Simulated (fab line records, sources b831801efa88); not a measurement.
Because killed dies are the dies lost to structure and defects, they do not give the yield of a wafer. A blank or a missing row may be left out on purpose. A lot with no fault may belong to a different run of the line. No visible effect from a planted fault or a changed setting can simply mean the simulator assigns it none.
Matching of chambers    flow sky130    SKY_LI_CONTACT_ETCH_15 on rie_diel-02 has 3 sister chambers
The step etches PSG in C4F8/O2/Ar, stops on Si, target depth 600 nm. 6 wafers are shown with their chamber, then 6 later ones without.

## WAFERS, EACH WITH ITS CHAMBER
wafer   chamber  bias_w (W)  rf_fwd_power_W (W)
L077.3  1        1203        1495
L077.4  0        1193        1497
L084.3  1        1201        1491
L087.2  3        1204        1489
L087.4  0        1201        1501
L087.6  3        1203        1493

## WAFERS WITH NO CHAMBER GIVEN
wafer   bias_w (W)  rf_fwd_power_W (W)
L090.2  1199        1489
L090.4  1198        1501
L091.1  1199        1499
L091.4  1197        1500
L097.2  1198        1493
L097.6  1198        1504

## WHICH CHAMBER EACH WENT THROUGH
wafer    from the rows above            in truth
L090.2   can't be placed: 3 or 1        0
L090.4   0                              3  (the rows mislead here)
L091.1   can't be placed: 0 or 1        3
L091.4   0                              0
L097.2   can't be placed: 1 or 3 or 0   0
L097.6   0                              0
Placed correctly: 2 of 6. Unplaceable from these rows: 3, with the true chamber sitting among the candidates in 1. 1 placed wrongly.
How it was worked out, from the rows above alone: a wafer's distance from a chamber is the root of the sum, over the readings, of the square of ((its reading less the chamber's mean) divided by the reading's scatter). The wafer belongs to the nearest chamber; if the next one is less than 2 further off, it can't be placed. For every chamber, the mean is computed from those of its wafers that are shown. The scatter is the square root of a quotient: the sum, over the shown wafers, of each reading's squared deviation from its chamber's mean, divided by wafers minus chambers.
